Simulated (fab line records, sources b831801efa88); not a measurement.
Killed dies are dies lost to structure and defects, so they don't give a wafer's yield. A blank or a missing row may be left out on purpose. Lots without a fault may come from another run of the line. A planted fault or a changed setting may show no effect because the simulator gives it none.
A struck lot beside a sound one | flow sky130 | 16 steps out of a route of 708
Sound: wafers L963.2, L963.3, L963.5. Struck: wafers L966.2, L966.3, L966.4. The cause comes at the end.
At each step with rows: each side's tool, then ch and its chambers, then its first start. Under that, the readings that differ: sound wafers | struck wafers | difference of the means | sigmas: that difference in standard deviations of wafers without a fault.
alike: readings whose means differ by less than 2 such deviations, and words and numbers that are the same on both sides. not compared: withheld readings, readings that some wafer has no value for, bounds like >300 that may hide the same value, and numbers for which the record gives no deviation and whose values overlap.
The two part at a step that has a row with sigmas, a row that says differs or no value, or rows on one side only. Numbers that don't overlap but have no deviation are shown without sigmas and don't part them. A reading that every wafer of one side lacks parts them only if that side has two wafers or more.

first, 5 steps without rows for these wafers: SKY_SONOS_TUNNEL_COAT_02 (resist thk 1140 nm); SKY_SONOS_TUNNEL_SOFTBAKE_03 (time 60 s); SKY_SONOS_TUNNEL_EXPOSE_04 (exposes mask TUNM, target cd 410 nm); SKY_SONOS_TUNNEL_PEB_05; SKY_SONOS_TUNNEL_DEVELOP_06 (develop time 60 s).
SKY_SONOS_TUNNEL_CD_MEAS_07: target cd 410 nm.
  sound on cd_sem-01, day 15 05:05; struck on cd_sem-01, day 15 16:36
  alike: cd_nm
SKY_SONOS_TUNNEL_OVL_MEAS_08:
  sound on overlay-01, day 15 05:12; struck on overlay-02, day 15 16:42
  alike: SONOS_TUNNEL_OVL
then, 3 steps without rows for these wafers: SKY_SONOS_TUNNEL_IMPLANT_09; SKY_SONOS_TUNNEL_WET_ETCH_10 (etches SiO2 in dHF, target depth 14 nm, time 280 s); SKY_SONOS_TUNNEL_STRIP_11 (strips in SPM, time 600 s).
SKY_SONOS_TUNNEL_TW_MEAS_12:
  sound on film_metro-04, day 15 05:41; struck on film_metro-04, day 15 17:10
  alike: SONOS_TUNNEL_TW
then, 1 step without rows for these wafers: SKY_SONOS_TUNNEL_CLEAN_13 (cleans in dHF, time 20 s).
SKY_SONOS_ONO_OXIDATION_00: stabilise 600 s, purge 300 s, target thk 2.6 nm.
  sound on furnace-02 ch 0, day 15 07:29; struck on furnace-01 ch 0, day 15 17:59
  reading                                          | sound                | struck               | difference | sigmas
  spike_tc_bottom_C (C)                            | 818.7 818.4 817.8    | 835.0 834.4 834.7    | +16.4      | +8
  spike_tc_centre_C (C)                            | 805.0 803.1 801.3    | 822.4 822.9 820.2    | +18.7      | +14
  spike_tc_lower_C (C)                             | 800.6 799.5 800.2    | 822.5 823.6 823.5    | +23.1      | +24
  spike_tc_top_C (C)                               | 812.5 811.5 813.6    | 834.2 833.2 833.1    | +21.0      | +19
  spike_tc_upper_C (C)                             | 799.1 800.4 801.0    | 821.5 821.4 821.3    | +21.2      | +21
  tube_center_temp_C (C)                           | 799.96 800.08 800.06 | 821.47 821.32 821.42 | +21.37     | +99 or more
  tube_center_temp_C_max                           | 801.9 802.1 801.9    | 823.2 823.3 823.6    | +21.4      | +61
  zone_power_lower_pct (%)                         | 12.4 12.4 12.5       | 18.3 18.4 18.6       | +6.0       | +2
  zone_power_upper_pct (%)                         | 13.99 13.79 13.74    | 14.80 14.83 14.89    | +1.00      | +6
  model.SiO2_of_SONOS_ONO_OXIDATION_00.thk_nm (nm) | 2.491 2.461 2.475    | 3.488 3.535 3.536    | +1.044     |
  alike: ramp_up_c_per_min, zone_power_top_pct
SKY_SONOS_ONO_THK_MEAS_01:
  sound on film_metro-03, day 15 08:50; struck on film_metro-01, day 15 19:20
  reading                      | sound          | struck         | difference | sigmas
  SONOS_ONO_OXIDATION_THK (nm) | 2.48 2.44 2.47 | 3.46 3.55 3.54 | +1.05      | +16
then, 1 step without rows for these wafers: SKY_SONOS_ONO_CVD_02 (deposits Si3N4 from DCS/NH3, target thk 10.5 nm, time 180 s).
-- the record jumps here: 34 days lie between the struck wafers' starts before and after (it left off in module SONOS_ONO and takes up again in module PAD_OPEN, whose first step shown is number 708 of the route) --
SKY_PAD_OPEN_PROBE_99:
  sound on prober-01, day 49 04:16; struck on prober-02, day 49 13:33
  reading                                     | sound                | struck                  | difference | sigmas
  killed_at_front_end                         | 13 13 12             | 17 21 27                | +9         | +2
  model.etest.sonos_erased.drive_ua_um        | 163.7 166.5 203      | 20.47 19.46 21.41       | -157.29    |
  model.etest.sonos_uncharged.r_on_ohm_um     | 819.1 817.1 801.2    | 860.5 869.7 834         | +42.3      |
  model.etest.sonos_programmed.off_log10_a_um | -14.01 -14.05 -13.98 | -12.38 -12.07 -11.94    | +1.88      |
  model.etest.sonos_erased.vt_v (V)           | -2.289 -2.282 -2.307 | -0.3844 -0.3751 -0.4057 | +1.9043    |
  model.etest.cap_ono.gate_log10_a_cm2        | -7.857 -7.929 -8.008 | -9.299 -9.354 -9.391    | -1.417     |
  model.etest.cap_ono.gate_bv_v (V)           | 16.57 16.72 16.6     | 18.39 18.07 17.79       | +1.45      |
  model.etest.cap_ono.tox_acc_nm (nm)         | 12.83 12.89 12.96    | 13.91 14.01 14.03       | +1.09      |
  model.etest.sonos_programmed.vt_v (V)       | 1.452 1.401 1.39     | 0.8527 0.7894 0.7966    | -0.6014    |
  alike: killed_at_M0_to_M3, killed_at_M4_up, killed_at_contacts, killed_at_other, killed_dies, killed_open, killed_short

WHERE THEY PART
First at SKY_SONOS_ONO_OXIDATION_00; last, within this record, at SKY_PAD_OPEN_PROBE_99.

WHY: what the simulator had put in
Process parameter drift: furnace-01, from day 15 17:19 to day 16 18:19, at SKY_SONOS_ONO_OXIDATION_00. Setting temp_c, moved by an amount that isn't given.
